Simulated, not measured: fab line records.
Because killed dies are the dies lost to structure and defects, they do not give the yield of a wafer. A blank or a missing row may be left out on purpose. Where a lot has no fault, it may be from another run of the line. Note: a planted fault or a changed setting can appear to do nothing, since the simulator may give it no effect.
Struck lot and sound lot, side by side || flow sky130 || 20 out of 708 route steps
Sound: these wafers, L411.1, L411.4, L411.5. Struck: wafers L418.1, L418.2, L418.3. The cause is given at the end.
Each step with rows lists, per side, the tool, then ch with its chambers, then its first start. Under that, the readings that differ: sound wafers || struck wafers || difference of the means || sigmas: that difference in standard deviations of wafers without a fault.
alike: a reading whose means differ by less than 2 such deviations, as well as words and numbers matching on both sides. not compared: withheld readings; readings where some wafer has no value; bounds like >300 that might hide an equal value; numbers whose values overlap and for which the record gives no deviation.
Wherever a step has rows on one side only, a row that says differs or no value, or a row with sigmas, the two part there. When numbers do not overlap yet have no deviation, they are printed without sigmas and do not part them. Lack of a reading on every wafer of one side parts them only where that side has two or more wafers.

SKY_FIELD_ISO_BOW_MEAS_00:
  struck on filmMetro-04, day 3 02:00; sound on filmMetro-03, day 1 15:00
  alike: INCOMING_BOW
then, 1 step without rows for these wafers: SKY_FIELD_ISO_OXIDATION_01 (stabilise 600 s, purge 300 s, target thk 12 nm).
SKY_FIELD_ISO_THK_MEAS_02:
  struck on filmMetro-04, day 3 05:40; sound on filmMetro-04, day 1 17:00
  alike: FIELD_ISO_OXIDATION_00_THK
then, 1 step without rows for these wafers: SKY_FIELD_ISO_CVD_03 (deposits Si3N4 from DCS/NH3, target thk 165 nm, time 2830 s).
SKY_FIELD_ISO_THK_MEAS_04:
  struck on filmMetro-03, day 3 08:05; sound on filmMetro-04, day 1 19:02
  alike: FIELD_ISO_CVD_03_THK
then, 5 steps without rows for these wafers: SKY_FIELD_ISO_DEHYDRATE_05 (time 60 s); SKY_FIELD_ISO_HMDS_06 (prime time 60 s); SKY_FIELD_ISO_COAT_07 (resist thk 60 nm); SKY_FIELD_ISO_COAT_08 (resist thk 450 nm); SKY_FIELD_ISO_SOFTBAKE_09 (time 90 s).
SKY_FIELD_ISO_EXPOSE_10: exposes mask FOM, target cd 150 nm.
  sound on krfScanner-01 ch 0, day 2 02:44; struck on krfScanner-01 ch 0, day 3 16:55
  alike: mask
then, 2 steps without rows for these wafers: SKY_FIELD_ISO_PEB_11; SKY_FIELD_ISO_DEVELOP_12 (develop time 60 s).
SKY_FIELD_ISO_CD_MEAS_13 targets a cd of 150 nm.
  struck on cdSem-02, day 4 01:10; sound on cdSem-01, day 2 09:44
{"reading": "cdNm (nm)", "sound": "144.5 146.9 146.0", "struck": "114.2 127.0 108.1", "difference": -29.4, "sigmas": -18}
  not compared: hold
SKY_FIELD_ISO_ETCH_14: etches BARC in N2/H2, stops on SiO2, time 45.9 s, target depth 60 nm.
  sound on rieDiel-02 ch 1,2, day 2 09:52; struck on rieDiel-01 ch 0,2,3, day 4 04:25
{"reading": "hold", "sound": "- - -", "struck": "awaitDispo/3.1h/release awaitDispo/3.1h/release awaitDispo/3.1h/release", "difference": "no value on the sound wafers", "sigmas": ""}
{"reading": "model.FIELD_ISO.cdNm (nm)", "sound": "144.8 146.1 145.8", "struck": "114.8 127 108.2", "difference": -28.9, "sigmas": ""}
  alike: drypumpMotorCurrentA, oesProductAu, rfFwdPowerW, throttleValvePct
  not compared: rfHoursCounterH
SKY_FIELD_ISO_ETCH_15: etches the open film in CHF3/O2, stops on Si, target depth 180 nm, time 72 s.
  sound on rieDiel-02 ch 1,2, day 2 09:54; struck on rieDiel-01 ch 0,2,3, day 4 04:28
  alike: chf3FlowSccm, drypumpMotorCurrentA, oesProductAu, rfFwdPowerW, throttleValvePct
  not compared: rfHoursCounterH
SKY_FIELD_ISO_STRIP_16: strips in O2/N2.
  sound on plasmaAsher-04 ch 0, day 2 09:57; struck on plasmaAsher-02 ch 0,1, day 4 04:37
  alike: drypumpMotorCurrentA, oesProductAu, stripTimeToEndpointS
  not compared: rfHoursCounterH
SKY_FIELD_ISO_ETCH_17: etches Si in HBr/Cl2/O2, target depth 342 nm, time 97.7 s.
  sound on rieSi-02 ch 1,2, day 2 10:03; struck on rieSi-02 ch 0,2,3, day 4 04:43
{"reading": "model.FIELD_ISO.cdNm (nm)", "sound": "145.4 146.9 147.1", "struck": "116.5 127.6 108", "difference": -29.1, "sigmas": ""}
  alike: drypumpMotorCurrentA, oesProductAu, rfFwdPowerW, throttleValvePct
  not compared: rfHoursCounterH
then, 1 step without rows for these wafers: SKY_FIELD_ISO_WET_ETCH_18 (etches Si3N4 in H3PO4, target depth 25 nm, time 286 s).
-- record jumps: 44 days separate the struck wafers' starts on either side; left off in module FIELD_ISO, taken up again in module PAD_OPEN, whose first shown step is the route's number 708 --
SKY_PAD_OPEN_PROBE_99:
  struck on prober-02, day 47 22:24; sound on prober-02, day 46 01:50
{"reading": "hold", "sound": "- - -", "struck": "awaitDispo/3.7h/scrap awaitDispo/3.7h/scrap awaitDispo/3.7h/scrap", "difference": "no value on the sound wafers", "sigmas": ""}
{"reading": "killedAtFrontEnd", "sound": "7 16 19", "struck": "405 102 427", "difference": "+297", "sigmas": "+65"}
{"reading": "killedDies", "sound": "99 94 90", "struck": "470 179 492", "difference": "+286", "sigmas": "+30"}
{"reading": "killedOnRim", "sound": "11 18 16", "struck": "81 18 96", "difference": "+50", "sigmas": "+14"}
  alike: killed_at_M0_to_M3, killed_at_M4_up, killedAtContacts, killedAtOther, killedOpen, killedShort

== WHERE THEY PART ==
At SKY_FIELD_ISO_CD_MEAS_13 first; at SKY_PAD_OPEN_PROBE_99 last (within this record only).

WHY: whatever the simulator had introduced
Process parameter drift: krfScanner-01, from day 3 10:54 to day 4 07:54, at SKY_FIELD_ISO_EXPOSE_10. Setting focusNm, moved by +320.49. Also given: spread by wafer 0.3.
